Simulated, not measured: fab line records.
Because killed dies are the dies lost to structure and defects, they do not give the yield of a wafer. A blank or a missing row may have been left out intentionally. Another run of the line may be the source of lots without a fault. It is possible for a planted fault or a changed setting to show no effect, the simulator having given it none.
Split-lot study | flow sky130 | 5 lots, 23 wafers read, on a route of 708 steps

== THE SPLIT ITSELF ==
At SKY_POLY_GATE_CVD_00 (deposits poly-Si, target thk 180 nm, time 720 s), the setting pressureMtorr was moved away from the recipe's 200 mTorr on 10 of the 23 wafers read, by +11.0% to +11.1%. This setting was run at the recipe's value on the other wafers.

Between the split and the reading, the file records no step.

== THE READING ==
POLY_GATE_CVD_00_THK in nanometres, read at SKY_POLY_GATE_THK_MEAS_01. A value of 179.9 nm with a standard deviation of 1.4 nm is what fault-free wafers of this fab line usually give.

wafer  | tool, chamber at the split | pressureMtorr as run, mTorr | against the recipe | POLY_GATE_CVD_00_THK, nm | against lot-mates on the recipe
L078.2 | lpcvd-01, 0                | 200                         | recipe             | 178.6                    | -
L078.3 | lpcvd-01, 0                | 200                         | recipe             | 179.5                    | -
L078.6 | lpcvd-01, 0                | 200                         | recipe             | 180.6                    | -
L079.1 | -, -                       | 200                         | recipe             | 180.1                    | -
L079.2 | -, -                       | 200                         | recipe             | 179.2                    | -
L079.4 | -, -                       | 200                         | recipe             | 180.1                    | -
L079.5 | -, -                       | 200                         | recipe             | 178.9                    | -
L079.6 | -, -                       | 200                         | recipe             | 180.2                    | -
L080.1 | -, -                       | 222                         | +11.0%             | 189.4                    | no lot-mate on the recipe
L080.2 | -, -                       | 222                         | +11.0%             | 189.9                    | no lot-mate on the recipe
L080.4 | -, -                       | 222                         | +11.0%             | 189.3                    | no lot-mate on the recipe
L080.5 | -, -                       | 222                         | +11.0%             | 189.3                    | no lot-mate on the recipe
L080.6 | -, -                       | 222                         | +11.0%             | 190.3                    | no lot-mate on the recipe
L081.1 | -, -                       | 200                         | recipe             | 181.1                    | -
L081.2 | -, -                       | 200                         | recipe             | 180.8                    | -
L081.3 | -, -                       | 200                         | recipe             | 181.1                    | -
L081.4 | -, -                       | 200                         | recipe             | 181.8                    | -
L081.5 | -, -                       | 200                         | recipe             | 181.0                    | -
L085.1 | -, -                       | 222.1                       | +11.1%             | 188.3                    | no lot-mate on the recipe
L085.2 | -, -                       | 222.1                       | +11.1%             | 188.7                    | no lot-mate on the recipe
L085.3 | -, -                       | 222.1                       | +11.1%             | 187.9                    | no lot-mate on the recipe
L085.4 | -, -                       | 222.1                       | +11.1%             | 187.6                    | no lot-mate on the recipe
L085.5 | -, -                       | 222.1                       | +11.1%             | 188.2                    | no lot-mate on the recipe

FIT RESULTS
A straight line over all 23 wafers: POLY_GATE_CVD_00_THK changes by +0.785 nm for each +1% of pressureMtorr; r = +0.98; the points scatter about the line by 0.94 nm.
Too few moved wafers have a lot-mate on the recipe to fit a line with each lot's own level taken away.

== THE WHOLE CHAIN: every reading that the file lists as answering this split, in the file's order ==
step                      | what it does                                    | reading                                                                            | change (the file's fit)               | r (the file's)
SKY_POLY_GATE_CVD_00      | deposits poly-Si, target thk 180 nm, time 720 s | poly-Si_of_POLY_GATE_CVD_00.thkNm (the simulator's own value, which no gauge read) | +0.794 nm for each +1% of the setting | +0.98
SKY_POLY_GATE_THK_MEAS_01 |                                                 | POLY_GATE_CVD_00_THK                                                               | +0.785 for each +1% of the setting    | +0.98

== FILE'S OWN FIT ==
POLY_GATE_CVD_00_THK changes by +0.785 nm for each +1% of pressureMtorr, r = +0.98.
